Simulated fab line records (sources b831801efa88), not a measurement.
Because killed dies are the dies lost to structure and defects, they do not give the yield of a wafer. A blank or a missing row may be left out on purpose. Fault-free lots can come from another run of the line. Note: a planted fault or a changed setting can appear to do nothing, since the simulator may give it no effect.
Chamber matching / flow sky130 / cmp-01 running SKY_LI_CONTACT_CMP_24: 4 sister chambers
The step polishes, stops on PSG, t overpolish 20 s, target thk 0 nm. 18 wafers are shown with their chamber, then 9 later ones without.

== WAFERS WITH THEIR CHAMBER ==
wafer=L080.1; chamber=3; motor current A (A)=11.3; time to endpoint s (s)=100; overpolish run s (s)=20.006
wafer=L080.3; chamber=0; motor current A (A)=12.3; time to endpoint s (s)=98; overpolish run s (s)=19.995
wafer=L080.4; chamber=1; motor current A (A)=11.6; time to endpoint s (s)=105; overpolish run s (s)=20.003
wafer=L081.2; chamber=0; motor current A (A)=13.0; time to endpoint s (s)=91; overpolish run s (s)=20.004
wafer=L081.3; chamber=2; motor current A (A)=10.5; time to endpoint s (s)=100; overpolish run s (s)=19.989
wafer=L081.6; chamber=3; motor current A (A)=10.5; time to endpoint s (s)=98; overpolish run s (s)=20.007
wafer=L082.1; chamber=0; motor current A (A)=12.5; time to endpoint s (s)=94; overpolish run s (s)=19.996
wafer=L082.2; chamber=3; motor current A (A)=10.8; time to endpoint s (s)=101; overpolish run s (s)=19.987
wafer=L082.3; chamber=2; motor current A (A)=10.4; time to endpoint s (s)=98; overpolish run s (s)=19.998
wafer=L084.1; chamber=0; motor current A (A)=12.5; time to endpoint s (s)=98; overpolish run s (s)=20.001
wafer=L084.3; chamber=2; motor current A (A)=10.8; time to endpoint s (s)=97; overpolish run s (s)=19.993
wafer=L084.6; chamber=0; motor current A (A)=12.7; time to endpoint s (s)=95; overpolish run s (s)=19.982
wafer=L085.1; chamber=0; motor current A (A)=12.6; time to endpoint s (s)=97; overpolish run s (s)=20.002
wafer=L085.5; chamber=0; motor current A (A)=12.9; time to endpoint s (s)=95; overpolish run s (s)=20.004
wafer=L085.6; chamber=3; motor current A (A)=11.0; time to endpoint s (s)=104; overpolish run s (s)=20.003
wafer=L087.1; chamber=1; motor current A (A)=12.3; time to endpoint s (s)=102; overpolish run s (s)=20.010
wafer=L087.4; chamber=2; motor current A (A)=10.3; time to endpoint s (s)=97; overpolish run s (s)=20.001
wafer=L087.6; chamber=2; motor current A (A)=11.0; time to endpoint s (s)=100; overpolish run s (s)=19.998

SIGNATURES, as means of the wafers listed above
reading=motor current A; chamber 0=12.643; chamber 1=11.950; chamber 2=10.600; chamber 3=10.900; scatter within a chamber=0.303
reading=time to endpoint s; chamber 0=95.43; chamber 1=103.50; chamber 2=98.40; chamber 3=100.75; scatter within a chamber=2.24
reading=overpolish run s; chamber 0=19.99771; chamber 1=20.00650; chamber 2=19.99580; chamber 3=20.00075; scatter within a chamber=0.00728
Rule: a wafer lies at a distance from a chamber equal to the root of the sum of squares, over the readings, of (its reading less the chamber's mean, divided by the reading's scatter). If the next closest chamber is less than 2 further off than the closest, the wafer can't be placed; otherwise it belongs to the closest. How the scatter is found: for the shown wafers, subtract from each reading the mean of its chamber, square and add these, divide the total by (wafers less chambers), then take the root.

== WAFERS WHOSE CHAMBER IS MISSING ==
wafer=L087.2; motor current A (A)=12.5; time to endpoint s (s)=94; overpolish run s (s)=20.004
wafer=L087.3; motor current A (A)=10.6; time to endpoint s (s)=98; overpolish run s (s)=19.989
wafer=L087.5; motor current A (A)=11.1; time to endpoint s (s)=98; overpolish run s (s)=19.997
wafer=L091.1; motor current A (A)=11.7; time to endpoint s (s)=97; overpolish run s (s)=20.009
wafer=L091.3; motor current A (A)=11.0; time to endpoint s (s)=100; overpolish run s (s)=19.998
wafer=L091.6; motor current A (A)=11.9; time to endpoint s (s)=99; overpolish run s (s)=19.989
wafer=L093.2; motor current A (A)=12.7; time to endpoint s (s)=94; overpolish run s (s)=20.009
wafer=L093.4; motor current A (A)=11.0; time to endpoint s (s)=100; overpolish run s (s)=19.996
wafer=L093.6; motor current A (A)=10.8; time to endpoint s (s)=104; overpolish run s (s)=19.994

== CHAMBER TAKEN BY EACH ==
wafer=L087.2; from the rows above=0; in truth=0
wafer=L087.3; from the rows above=can't be placed: 2 or 3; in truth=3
wafer=L087.5; from the rows above=can't be placed: 3 or 2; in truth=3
wafer=L091.1; from the rows above=can't be placed: 1 or 3 or 0 or 2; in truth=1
wafer=L091.3; from the rows above=can't be placed: 3 or 2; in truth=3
wafer=L091.6; from the rows above=can't be placed: 1 or 0 or 3 or 2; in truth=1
wafer=L093.2; from the rows above=0; in truth=0
wafer=L093.4; from the rows above=can't be placed: 3 or 2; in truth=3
wafer=L093.6; from the rows above=can't be placed: 3 or 2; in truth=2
Correctly placed: 2 of 9. From these rows, 7 cannot be placed; in 7 the true chamber is one of the candidates. 0 placed wrongly.
